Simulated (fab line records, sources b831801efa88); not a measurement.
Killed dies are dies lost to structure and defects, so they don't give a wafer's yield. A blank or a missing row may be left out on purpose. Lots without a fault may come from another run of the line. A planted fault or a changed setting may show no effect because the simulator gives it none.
fab line records | flow sky130
record lots=5 wafers=15 last_day=50
route steps=708 shown LOCAL_INTERCONNECT@405 CONTACT@406 PAD_OPEN@708
lots that met no fault: from a run of the same line without faults
start_h: hours from the record's first day to the start of the lot's first wafer shown | wait_h: hours since the lot's step before | " the same as in the row above | L1.1+2: a row that stands for several wafers | - no value, or no start given | * or withheld: withheld | < > ~ a bound
route shown NAME@n: a module of which the file shows steps, and the number in the route of the first | usual: mean/standard deviation of fault-free wafers | same: alike in all rows | chamber/n: place in a boat | sites: the reading at each site | _std_site: their standard deviation | _edge_site: outer sites' mean less inner sites' | radius_mm: how far each site lies from the wafer's centre | mask NAME#n: copy n | behind: the tool/chamber that last shaped the wafer | hold: why the lot was held/for how many hours/how that ended | device: the transistor (n, p or np) that didn't switch | end of line: the same wafers' tests at the end of the route | a step without rows: its recipe alone | killed: dies lost to structure and defects at the first sort, not the wafer's yield | map: a wafer's dies, x killed, . not, _ none there
set.NAME: the setting as run; set.NAME@STEP: as run at that earlier step | model.NAME: the simulator's own value behind a step, which no gauge read
lots at some steps of the route; a table a step, a row a wafer
services: from which hour (start_h, from the record's first day; less than 0 if before it) a tool's chamber was out of use, for how many hours, and why
## steps
# step SKY_LOCAL_INTERCONNECT_CLEAN_18
# recipe chemistry=O3/DIW dry=n2_spin
# step SKY_CONTACT_CVD_00
# recipe material=Si3N4 target_thk_nm=75 temp_c=400 time_s=withheld rf_w=450
# usual heater_power_w=813/99
# columns lot.wafer tool chamber start_h wait_h heater_power_w
L201.2 pecvd-04 1 746.81 0.0 635
L201.3 " 0 " " 917
L201.5 " 2 " " 906
L209.2 pecvd-04 0 812.18 0.0 893
L209.3 " 2 " " 851
L209.6 " 1 " " 727
L211.1 pecvd-03 2 824.84 0.0 932
L211.2 " 0 " " 784
L211.3 " 1 " " 965
L212.4 pecvd-01 2 833.56 0.0 783
L212.5 " 0 " " 863
L212.6 " 1 " " 773
L221.3 pecvd-04 2 891.91 0.0 786
L221.4 " 1 " " 682
L221.5 " 0 " " 916
# step SKY_CONTACT_THK_MEAS_01
# recipe reads=Si3N4_of_CONTACT_CVD_00
# usual CONTACT_CVD_00_THK=75.0/0.91
# columns lot.wafer tool chamber start_h wait_h CONTACT_CVD_00_THK[nm]
L201.2 film_metro-04 - 746.85 - 75.1
L201.3 " - " " 74.6
L201.5 " - " " 76.1
L209.2 film_metro-03 - 812.22 - 74.3
L209.3 " - " " 74.6
L209.6 " - " " 75.7
L211.1 film_metro-03 - 824.87 - 74.7
L211.2 " - " " 75.7
L211.3 " - " " 73.9
L212.4 film_metro-03 - 833.61 - 74.7
L212.5 " - " " 75.8
L212.6 " - " " 74.3
L221.3 film_metro-03 - 891.97 - 75.3
L221.4 " - " " 75.8
L221.5 " - " " 74.5
# step SKY_CONTACT_HDPCVD_02
# recipe material=SiO2 target_thk_nm=565 sigma_open_frac=0.3 time_s=94.2 temp_c=600 sih4_flow_sccm=60 pressure_mtorr=6
# step SKY_CONTACT_THK_MEAS_03
# recipe reads=SiO2_of_CONTACT_HDPCVD_02
# usual CONTACT_HDPCVD_THK=564/4.7
# columns lot.wafer tool chamber start_h wait_h CONTACT_HDPCVD_THK[nm]
L201.2 film_metro-04 - 747.01 0.1 560
L201.3 " - " " 566
L201.5 " - " " 566
L209.2 film_metro-04 - 812.35 0.0 562
L209.3 " - " " 565
L209.6 " - " " 562
L211.1 film_metro-04 - 825.00 0.0 561
L211.2 " - " " 558
L211.3 " - " " 567
L212.4 film_metro-01 - 833.74 0.0 559
L212.5 " - " " 563
L212.6 " - " " 565
L221.3 film_metro-04 - 892.11 0.1 570
L221.4 " - " " 559
L221.5 " - " " 559
# step SKY_CONTACT_CMP_04
# recipe material=SiO2 down_force_psi=4 platen_rpm=60 pad_velocity_m_s=0.94248
# usual motor_current_A=11.6/1.5 platen_rpm=60.00/0.046 time_to_endpoint_s=82/3.1
# columns lot.wafer tool chamber start_h wait_h motor_current_A platen_rpm time_to_endpoint_s
L201.2 cmp-01 0 748.76 1.7 12.0 60.02 83
L201.3 " 2 " " 14.4 59.98 81
L201.5 " 1 " " 9.9 60.01 83
L209.2 cmp-02 0 812.40 0.0 12.2 59.99 81
L209.3 " 3 " " 13.7 60.00 81
L209.6 " 0 " " 11.8 60.02 82
L211.1 cmp-02 2 825.06 0.1 10.0 60.05 77
L211.3 " 3 " " 12.2 60.02 80
L211.2 " 0 " " 11.9 60.08 80
L212.4 cmp-01 0 833.82 0.1 13.0 59.95 74
L212.5 " 3 " " 11.4 59.92 80
L212.6 " 0 " " 12.0 59.91 78
L221.3 cmp-01 0 892.21 0.1 12.3 59.99 80
L221.4 " 3 " " 10.6 60.00 81
L221.5 " 0 " " 13.3 60.07 78
# step SKY_CONTACT_BOW_MEAS_05
# recipe mode=bow
# usual CONTACT_BOW=82/6.7
# columns lot.wafer tool chamber start_h wait_h CONTACT_BOW[um]
L201.2 film_metro-01 - 749.08 0.3 84
L201.3 " - " " 86
L201.5 " - " " 84
L209.2 film_metro-01 - 812.72 0.3 84
L209.3 " - " " 76
L209.6 " - " " 90
L211.1 film_metro-03 - 825.36 0.2 83
L211.2 " - " " 82
L211.3 " - " " 79
L212.4 film_metro-01 - 834.13 0.3 70
L212.5 " - " " 81
L212.6 " - " " 78
L221.3 film_metro-04 - 892.55 0.3 78
L221.4 " - " " 78
L221.5 " - " " 86
# step SKY_CONTACT_DEHYDRATE_06
# recipe temp_c=200 time_s=60
# step SKY_CONTACT_HMDS_07
# recipe prime_time_s=60 prime_temp_c=120
# step SKY_CONTACT_COAT_08
# recipe resist=BARC temp_c=withheld time_s=withheld spin_rpm=3000 resist_thk_nm=60
# step SKY_CONTACT_COAT_09
# recipe resist=KrF-thick spin_rpm=3000 resist_thk_nm=450
# step SKY_CONTACT_SOFTBAKE_10
# recipe temp_c=100 time_s=90 resist=KrF-thick
# step SKY_CONTACT_EXPOSE_11
# recipe mask_id=CTM1 na=0.8 source_shape=annular sigma_inner=0.55 sigma_outer=0.85 target_cd_nm=170 dose_mj=38
# columns lot.wafer tool chamber start_h wait_h mask
L201.2+3+5 krf_scanner-02 0 763.10 - CTM1#0
L209.2+3+6 krf_scanner-02 0 826.13 - CTM1#0
L211.1+2+3 krf_scanner-01 0 838.88 - CTM1#0
L212.4+5+6 krf_scanner-01 0 847.30 - CTM1#0
L221.3+4+5 krf_scanner-01 0 905.97 - CTM1#0
# step SKY_CONTACT_PEB_12
# recipe peb_temp_c=withheld peb_time_s=withheld resist=KrF-thick
# step SKY_CONTACT_DEVELOP_13
# recipe develop_time_s=60 resist=KrF-thick dev_temp_c=21
# step SKY_CONTACT_CD_MEAS_14
# recipe target_cd_nm=170
# usual cd_nm=170.1/1.4
# columns lot.wafer tool chamber start_h wait_h cd_nm
L201.2 cd_sem-01 - 776.18 - 170.5
L201.3 " - " " 171.8
L201.5 " - " " 170.6
L209.2 cd_sem-01 - 838.48 - 169.7
L209.3 " - " " 125.3
L209.6 " - " " 170.2
L211.1 cd_sem-01 - 851.43 - 169.3
L211.2 " - " " 168.9
L211.3 " - " " 169.8
L212.4 cd_sem-01 - 859.92 - 170.5
L212.5 " - " " 172.0
L212.6 " - " " 171.3
L221.3 cd_sem-02 - 918.37 - 169.2
L221.4 " - " " 171.3
L221.5 " - " " 170.7
# step SKY_CONTACT_OVL_MEAS_15
# usual CONTACT_OVL=-1/5.4
# columns lot.wafer tool chamber start_h wait_h CONTACT_OVL[nm]
L201.2 overlay-02 - 776.28 0.1 4
L201.3 " - " " -6
L201.5 " - " " -4
L209.2 overlay-01 - 838.59 0.1 -11
L209.3 " - " " -4
L209.6 " - " " -11
L211.1 overlay-01 - 851.55 0.1 3
L211.2 " - " " -2
L211.3 " - " " 7
L212.4 overlay-01 - 860.00 0.1 6
L212.5 " - " " 4
L212.6 " - " " 1
L221.3 overlay-02 - 918.47 0.1 4
L221.4 " - " " -2
L221.5 " - " " 3
# step SKY_CONTACT_ETCH_16
# recipe chemistry=N2/H2 target=BARC ion_energy_ev=200 source_w=500 bias_w=100 pressure_mtorr=30 n2_flow_sccm=100 h2_flow_sccm=200 stop_on=SiO2 time_s=45.9 target_depth_a=600
# usual drypump_motor_current_A=5.5/0.47 h2_flow_sccm=199.9/0.61 oes_product_au=0.856/0.0053 throttle_valve_pct=13.224/0.0094
# columns lot.wafer tool chamber start_h wait_h drypump_motor_current_A h2_flow_sccm oes_product_au rf_hours_counter_h throttle_valve_pct model.CONTACT.cd_nm
L201.2 rie_diel-02 1 776.31 0.0 5.5 199.4 0.859 31 13.223 170.5
L201.3 " 0 " " 5.9 200.5 0.861 5 13.229 171.7
L201.5 " 0 " " 5.9 199.4 0.860 - 13.237 170.7
L209.2 rie_diel-04 2 838.62 0.0 6.0 200.2 0.848 16 13.237 169.5
L209.3 " 0 " " 5.3 200.4 0.852 10 13.231 125.6
L209.6 " 2 " " 5.9 200.2 0.863 - 13.223 169.8
L211.1 rie_diel-03 1 851.59 0.0 6.0 199.6 0.853 5 13.220 169.4
L211.2 " 3 " " 5.2 199.4 0.849 12 13.238 169.8
L211.3 " 0 " " 6.0 200.4 0.851 3 13.214 170.6
L212.4 rie_diel-03 2 860.01 0.0 4.7 200.2 0.848 16 13.221 170.4
L212.5 " 1 " " 6.1 200.1 0.861 - 13.218 171.3
L212.6 " 2 " " 4.8 199.7 0.850 - 13.236 171.2
L221.3 rie_diel-04 0 918.49 0.0 5.2 200.5 0.855 14 13.234 168.6
L221.4 " 1 " " 4.9 199.8 0.851 21 13.213 171.4
L221.5 " 3 " " 4.9 199.4 0.855 - 13.207 171.1
# step SKY_CONTACT_ETCH_17
# recipe target=SiO2 chemistry=C4F8/O2/Ar stop_on=Si3N4 mask_material=KrF-thick source_w=1500 bias_w=1200 pressure_mtorr=40 c4f8_flow_sccm=withheld O2_flow_sccm=6 Ar_flow_sccm=300 time_s=withheld target_depth_a=3400
# usual oes_product_au=0.891/0.0045
# columns lot.wafer tool chamber start_h wait_h oes_product_au
L201.2 rie_diel-02 1 776.36 0.0 0.896
L201.3 " 0 " " 0.890
L201.5 " 0 " " 0.895
L209.2 rie_diel-04 2 838.66 0.0 0.887
L209.3 " 0 " " 0.895
L209.6 " 2 " " 0.895
L211.1 rie_diel-03 1 851.63 0.0 0.890
L211.2 " 3 " " 0.898
L211.3 " 0 " " 0.882
L212.4 rie_diel-03 2 860.06 0.0 0.890
L212.5 " 1 " " 0.888
L212.6 " 2 " " 0.883
L221.3 rie_diel-04 0 918.53 0.0 0.896
L221.4 " 1 " " 0.884
L221.5 " 3 " " 0.893
# step SKY_CONTACT_ETCH_18
# recipe target=Si3N4 chemistry=CHF3/O2 stop_on=TiN source_w=600 bias_w=200 pressure_mtorr=40 chf3_flow_sccm=50 O2_flow_sccm=5 time_s=39 target_depth_a=750
# usual drypump_motor_current_A=5.5/0.46 oes_product_au=0.854/0.007 throttle_valve_pct=8.793/0.0084
# columns lot.wafer tool chamber start_h wait_h drypump_motor_current_A oes_product_au rf_hours_counter_h throttle_valve_pct model.CONTACT.cd_nm
L201.2 rie_diel-02 1 - - 5.5 0.850 31 8.796 170.7
L201.3 " 0 " " 5.9 0.849 5 8.789 171.9
L201.5 " 0 " " 5.9 0.858 - 8.792 171
L209.2 rie_diel-04 2 - - 5.9 0.853 16 8.790 169.7
L209.3 " 0 " " 5.2 0.856 10 8.790 125.6
L209.6 " 2 " " 5.9 0.863 - 8.798 169.8
L211.1 rie_diel-03 1 - - 6.0 0.847 5 8.811 169.4
L211.2 " 3 " " 5.2 0.859 12 8.790 169.7
L211.3 " 0 " " 6.0 0.848 3 8.777 170.5
L212.4 rie_diel-03 2 - - 4.8 0.856 16 8.785 170.5
L212.5 " 1 " " 6.1 0.855 - 8.809 171.6
L212.6 " 2 " " 4.7 0.848 - 8.799 171.2
L221.3 rie_diel-04 0 - - 5.2 0.851 14 8.795 168.7
L221.4 " 1 " " 4.9 0.854 21 8.797 171.7
L221.5 " 3 " " 5.0 0.852 - 8.803 171.2
# step SKY_CONTACT_STRIP_19
# recipe chemistry=O2/N2 power_w=1400 pressure_mtorr=1500 platen_temp_c=withheld o2_flow_sccm=3000 n2_flow_sccm=300 overash_fraction=0.5
# usual drypump_motor_current_A=5.5/0.37 oes_product_au=0.381/0.0042 strip_time_to_endpoint_s=3.628/0.026
# columns lot.wafer tool chamber start_h wait_h drypump_motor_current_A oes_product_au rf_hours_counter_h strip_time_to_endpoint_s
L201.2 plasma_asher-01 0 776.45 - 4.9 0.378 34 3.612
L201.3 " 0 " " 5.0 0.385 - 3.624
L201.5 " 0 " " 5.0 0.384 - 3.633
L209.2 plasma_asher-02 1 838.75 - 5.7 0.387 73 3.643
L209.3 " 0 " " 5.3 0.382 - 3.644
L209.6 " 0 " " 5.3 0.379 - 3.622
L211.1 plasma_asher-02 0 851.72 - 5.3 0.385 74 3.591
L211.2 " 1 " " 5.7 0.383 74 3.598
L211.3 " 1 " " 5.7 0.376 - 3.601
L212.4 plasma_asher-01 1 860.18 - 6.1 0.384 - 3.626
L212.5 " 1 " " 6.1 0.379 - 3.591
L212.6 " 0 " " 5.0 0.387 - 3.593
L221.3 plasma_asher-03 1 918.65 - 5.8 0.382 - 3.640
L221.4 " 0 " " 5.5 0.375 - 3.650
L221.5 " 0 " " 5.5 0.377 - 3.653
# step SKY_PAD_OPEN_PROBE_99
# usual killed_at_M0_to_M3=43/7.1 killed_at_M4_up=3.2/1.9 killed_at_contacts=23/5.1 killed_at_front_end=15/4.5 killed_at_other=0.4/0.65 killed_dies=85/9.4 killed_on_rim=17/4 killed_open=47/6.8 killed_short=38/6.1
# same gross_dies=492 killed_at_back_side=0
# columns lot.wafer tool chamber start_h wait_h killed_at_M0_to_M3 killed_at_M4_up killed_at_contacts killed_at_front_end killed_at_other killed_dies killed_on_rim killed_open killed_short
L209.2 prober-01 - 1156.83 0.1 43 3 23 12 0 81 16 47 32
L209.3 prober-01 - 1156.88 0.2 55 4 410 19 1 489 94 56 43
L209.6 prober-01 - 1157.03 0.2 51 5 22 15 0 93 20 52 41
L211.2 prober-01 - 1162.97 0.1 43 2 22 15 0 82 16 43 39
L212.6 prober-01 - 1171.72 0.2 50 6 16 14 0 86 18 41 45
# killed by level:class
L209.2 CONTACT:geometric_particle:open=11 VIA1:geometric_particle:open=9 VIA2:geometric_particle:open=6 VIA3:geometric_particle:open=6 METAL1:geometric_particle:short=5 VIA2:geometric_particle:short=4 METAL3:geometric_particle:short=4 POLY_GATE:geometric_particle:short=3
L209.3 CONTACT:area_expose=390 VIA1:geometric_particle:open=17 CONTACT:geometric_particle:open=9 VIA3:geometric_particle:short=7 METAL1:geometric_particle:short=6 METAL2:geometric_particle:short=5 VIA2:geometric_particle:open=5 FIELD_ISO:geometric_particle:open=4
L209.6 VIA1:geometric_particle:open=13 LI_CONTACT:geometric_particle:open=9 VIA3:geometric_particle:open=7 METAL1:geometric_particle:short=7 CONTACT:geometric_particle:open=6 METAL2:geometric_particle:short=6 VIA1:geometric_particle:short=5 VIA2:geometric_particle:short=5
L211.2 VIA1:geometric_particle:open=11 CONTACT:geometric_particle:open=7 VIA3:geometric_particle:open=7 VIA2:geometric_particle:open=6 LOCAL_INTERCONNECT:geometric_particle:short=6 FIELD_ISO:geometric_particle:short=5 METAL1:geometric_particle:short=5 LI_CONTACT:geometric_particle:open=4
L212.6 VIA2:geometric_particle:open=8 VIA3:geometric_particle:open=8 VIA1:geometric_particle:open=7 VIA1:geometric_particle:short=6 VIA2:geometric_particle:short=6 FIELD_ISO:geometric_particle:short=5 METAL1:geometric_particle:short=5 METAL4:geometric_particle:short=5
# map L209.3 (x killed, . not)
__________xxxxxxxxxx_________
________xxxxxxxxxxxxxx_______
______xxxxxxxxxxxxxxxxxx_____
_____xxxxxxxxxxxxxxxxxxxx____
____xxxxxxxxxxxxxxxxxxxxxx___
___xxxxxxxxxxxxxxxxxxxxxxxx__
__xxxxxxxxxxxxxxxxxxxxxxxxxx_
_xxxxxxxxxxxxxxxxxxxxxxxxxxxx
_xxxxxxxxxxxxxxxxxxxxxxxxxxxx
_xxxxxxxxxxxxxxxxxxxxxxxxxxxx
_xxxxxxxxxxxxxxxxxxxxxxxxxxxx
_xxxxxxxxxxxxxxxxxxxxxxxxxx.x
_xxxxxxxxxxxxxxxxxxxxxxxxxxxx
_xxxxxxxxxxxxxxxxxxxxxxxxxxxx
_xxxxxxxxxxxxxxxxxxxxxxxxxx.x
__xxxxxxxxxxxxxxxxxxxxxxxxxx_
___xxxxxxxxxxxxxxxxxxxxxxx.__
____xxxxxxxxxxxxxxxxxxxxxx___
_____xxxxxxxxxxxxxxxxxxxx____
______xxxxxxxxxxxxxxxxxx_____
________xxxxxxxxxxxxxx_______
__________xxxxxxxxxx_________
# map L201.3 (x killed, . not)
__________......x..._________
________........x..x.._______
______.x...............x_____
_____.....xx.x..x.....x..____
____.xx.........x....x....___
___...x.xx..xx..........x..__
__........xx....x..x...xx..._
_...x......x.....x...x..x..x.
_..x...x....x.........xx.....
_..............x.x.........x.
_x.x......x....x.xx....x.x..x
_..x.....x..x.....x...xx.....
_x......x.x...............x..
_..xx....xx..............x...
_x........x..x...x.xx..xx....
__........xx..x.x....xx....._
___....xx...x..........x...__
____..x....x.x..x..x.x....___
_____...x...x.......x.x..____
______.....xx...x..xx..._____
________....x.x......._______
__________...x......_________
## services
# columns tool chamber start_h hours kind
pecvd-04 - 723.60 0.8 pm
cmp-01 - 744.16 4.0 pm
pecvd-04 0 747.95 4.6 repair
rie_diel-04 - 748.30 14.6 pm
krf_scanner-01 - 750.11 0.7 repair
cmp-01 - 754.12 1.3 repair
rie_diel-02 3 767.00 10.1 repair
krf_scanner-01 - 769.80 1.3 pm
krf_scanner-01 - 777.88 1.0 pm
pecvd-04 - 778.92 0.5 repair
krf_scanner-01 - 781.17 2.5 repair
cmp-01 - 791.95 5.6 pm
pecvd-04 - 800.11 6.0 pm
krf_scanner-01 - 807.06 0.2 repair
rie_diel-04 2 807.28 5.3 repair
krf_scanner-01 - 810.27 4.4 pm
krf_scanner-01 - 817.31 0.8 pm
rie_diel-02 1 833.46 2.8 repair
cmp-01 - 837.06 5.6 repair
rie_diel-02 2 840.17 6.1 repair
rie_diel-02 - 849.94 14.6 pm
cmp-01 - 858.97 2.0 repair
rie_diel-04 1 870.65 10.5 repair
rie_diel-03 3 910.74 1.9 repair
## key
first_sign step=SKY_CONTACT_CD_MEAS_14 reading=cd_nm direction=down sigmas=32 usual=170.1 struck=125.3
effect step=SKY_PAD_OPEN_PROBE_99 reading=killed_at_contacts direction=up sigmas=76 usual=23 struck=410
model_effect step=SKY_CONTACT_ETCH_16 value=CONTACT.cd_nm without=168.6 struck=125.6
model_effect step=SKY_CONTACT_ETCH_18 value=CONTACT.cd_nm without=168.5 struck=125.6
more_kills_born_at SKY_CONTACT_EXPOSE_11@krf_scanner-02=390
met_at SKY_CONTACT_EXPOSE_11
struck_wafers L209.3
later_rows_left_out L209.3
tester_left_out L209
onset_between 763.10 826.13
fault kind=process_parameter_drift tool=krf_scanner-02 chamber=- onset_h=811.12 steps=SKY_CONTACT_EXPOSE_11 channel=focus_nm offset=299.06 shape=step end_h=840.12 scope=struck_wafers_only
# tester_left_out: of these lots the tester's yield and bins aren't shown, on N5 and GAA mostly nor the transistor test; their killed dies are dies lost to structure and defects alone, not to doping, threshold or leakage, so they don't give the yield
# later_rows_left_out: the simulator's readings of these wafers behind a module that went badly wrong aren't trusted and aren't shown, but for the sort
